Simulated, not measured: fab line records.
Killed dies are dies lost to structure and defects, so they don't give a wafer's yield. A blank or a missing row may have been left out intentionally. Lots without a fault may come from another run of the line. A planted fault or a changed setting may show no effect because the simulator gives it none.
Which tool did it? -- flow sky130 -- Sampling: 10 lots, 30 wafers, 4 of 708 route steps

WHAT EACH GAUGE READ, for each wafer
SKY_SONOS_ONO_THK_MEAS_01.
lot,measured,on,SONOS_ONO_OXIDATION_THK (nm)
L274,day 12 03:16,film-metro-01,2.73 2.78 2.70
L275,day 12 10:31,film-metro-01,2.57 2.62 2.63
L279,day 14 11:08,film-metro-03,2.73 2.67 2.68
L280,day 14 13:44,film-metro-03,2.55 2.49 2.56
L281,day 14 13:45,film-metro-01,2.58 2.54 2.58
L283,day 15 08:09,film-metro-03,2.53 2.55 2.63
L284,day 15 17:01,film-metro-03,1.73 1.67 1.70
L286,day 16 08:35,film-metro-04,1.54 1.59 1.55
L292,day 19 15:18,film-metro-03,2.61 2.67 2.57
L293,day 19 16:40,film-metro-04,2.56 2.61 2.60

SKY_SONOS_ONO_THK_MEAS_05.
lot,measured,on,SONOS_ONO_CVD_04_THK (nm)
L274,day 12 08:03,film-metro-01,5.66 5.71 5.76
L275,day 13 03:23,film-metro-03,5.68 5.76 5.76
L279,day 14 15:43,film-metro-04,5.78 5.77 5.78
L280,day 14 18:08,film-metro-04,5.69 5.76 5.72
L281,day 14 18:09,film-metro-01,5.79 5.70 5.68
L283,day 15 10:34,film-metro-01,5.97 5.86 5.82
L284,day 15 19:52,film-metro-03,5.77 5.79 5.85
L286,day 16 13:35,film-metro-03,5.73 5.65 5.69
L292,day 19 17:43,film-metro-04,5.62 5.69 5.67
L293,day 19 19:05,film-metro-03,5.82 5.71 5.68

WHICH TOOL RAN EACH LOT (tool, then ch and the chambers of the sampled wafers, then the start)
lot,SKY_NWELL_STRIP_14,SKY_SONOS_ONO_OXIDATION_00
L274,"plasma-asher-04 ch 1, day 5 05:24","furnace-02 ch 0, day 12 01:55"
L275,"plasma-asher-02 ch 0,1, day 5 10:18","furnace-02 ch 0, day 12 09:10"
L279,"plasma-asher-02 ch 0,1, day 6 21:18","furnace-02 ch 0, day 14 09:47"
L280,"plasma-asher-02 ch 1, day 6 23:36","furnace-01 ch 0, day 14 12:23"
L281,"plasma-asher-04 ch 0,1, day 7 01:17","furnace-01 ch 0, day 14 12:23"
L283,"plasma-asher-02 ch 0,1, day 7 12:19","furnace-01 ch 0, day 15 06:49"
L284,"plasma-asher-04 ch 0,1, day 7 19:23","furnace-02 ch 0, day 15 15:38"
L286,"plasma-asher-02 ch 0,1, day 8 05:33","furnace-02 ch 0, day 16 07:13"
L292,"plasma-asher-02 ch 0,1, day 10 15:52","furnace-02 ch 0, day 19 13:57"
L293,"plasma-asher-01 ch 0,1, day 10 16:31","furnace-02 ch 0, day 19 15:19"
- SKY_NWELL_STRIP_14: strips in O2/N2.
- SKY_SONOS_ONO_OXIDATION_00: stabilise 600 s, purge 300 s, target thk 2.6 nm.

WHAT THE TOOLS THEMSELVES READ (means of the sampled wafers that have a number; where no wafer has one, the mark that the record gives instead)
SKY_NWELL_STRIP_14.
lot,tool,drypump-motor-current-A (A),n2-flow-sccm (sccm),oes-product-au (a.u.),strip-time-to-endpoint-s (s)
L274,plasma-asher-04,5.9,299.7,0.723,36.75
L275,plasma-asher-02,6.0,299.0,0.721,36.84
L279,plasma-asher-02,5.9,300.2,0.722,36.89
L280,plasma-asher-02,6.1,299.6,0.725,36.70
L281,plasma-asher-04,5.8,300.3,0.730,36.82
L283,plasma-asher-02,6.0,300.2,0.723,36.95
L284,plasma-asher-04,5.7,299.4,0.718,36.90
L286,plasma-asher-02,6.0,300.9,0.721,36.97
L292,plasma-asher-02,5.9,299.9,0.720,36.81
L293,plasma-asher-01,5.1,299.8,0.726,36.71

SKY_SONOS_ONO_OXIDATION_00.
lot,tool,spike-tc-bottom-C (C),spike-tc-centre-C (C),spike-tc-lower-C (C),spike-tc-top-C (C),spike-tc-upper-C (C),tube-center-temp-C (C),tube_center_temp_C_max,zone-power-bottom-pct (%),zone-power-top-pct (%)
L274,furnace-02,820.9,799.3,799.9,814.7,797.7,800.00,802.0,19.99,25
L275,furnace-02,822.1,799.6,800.0,815.0,799.3,800.03,802.2,19.79,25
L279,furnace-02,822.2,799.0,801.2,815.4,798.8,800.00,802.0,19.91,25
L280,furnace-01,819.0,800.0,801.2,818.8,800.3,800.04,802.3,19.89,32
L281,furnace-01,818.7,800.6,801.0,818.9,800.5,800.05,802.2,20.04,32
L283,furnace-01,819.9,800.9,802.6,817.8,799.8,800.04,802.0,20.47,33
L284,furnace-02,791.6,768.6,769.5,786.0,768.3,769.21,771.2,18.69,23
L286,furnace-02,790.6,768.3,770.1,784.9,768.2,769.27,771.5,18.37,23
L292,furnace-02,821.9,799.2,800.2,814.3,800.3,799.99,802.0,19.86,25
L293,furnace-02,822.4,800.1,800.1,814.1,799.4,800.03,802.2,19.70,25

THE ANSWER, worked out from the rows above alone
Rule: usual is defined by the lots themselves. Put in order of their means at a reading, lots are off if they are a third of the lots or fewer, leave a main group of 4 or more, and stand apart from it by a gap of 3 or more times the standard deviation of the main group's means; of several such gaps the widest counts. A main group is skipped when, at the precision printed for the reading in the tables above, its means are all equal. A lot without any number at a reading at which 4 lots or more have one is off too. Where the step has rows for the other lots, those lots are counted as sound. Order of review: gauges by route order, followed by the tools' own readings, for which a lot's mean as printed above is used. At the first step where some lot is off, the reading lying furthest off is the one used; lots without a number count as furthest.
Off: L284, L286, seen at SKY_SONOS_ONO_THK_MEAS_01 (SONOS_ONO_OXIDATION_THK). Main group: mean 2.61 nm, sd 0.064.
A tool fits if, at a process step before that reading, it ran every lot that is off, and no sound lot after the first of them. The gauges at SKY_SONOS_ONO_THK_MEAS_01 aren't tried: what is off there is off at SKY_SONOS_ONO_OXIDATION_00 too, on other tools, and a gauge's error can't cause that. No candidate that was tried fits.

WHAT HAD BEEN PUT IN BY THE SIMULATOR
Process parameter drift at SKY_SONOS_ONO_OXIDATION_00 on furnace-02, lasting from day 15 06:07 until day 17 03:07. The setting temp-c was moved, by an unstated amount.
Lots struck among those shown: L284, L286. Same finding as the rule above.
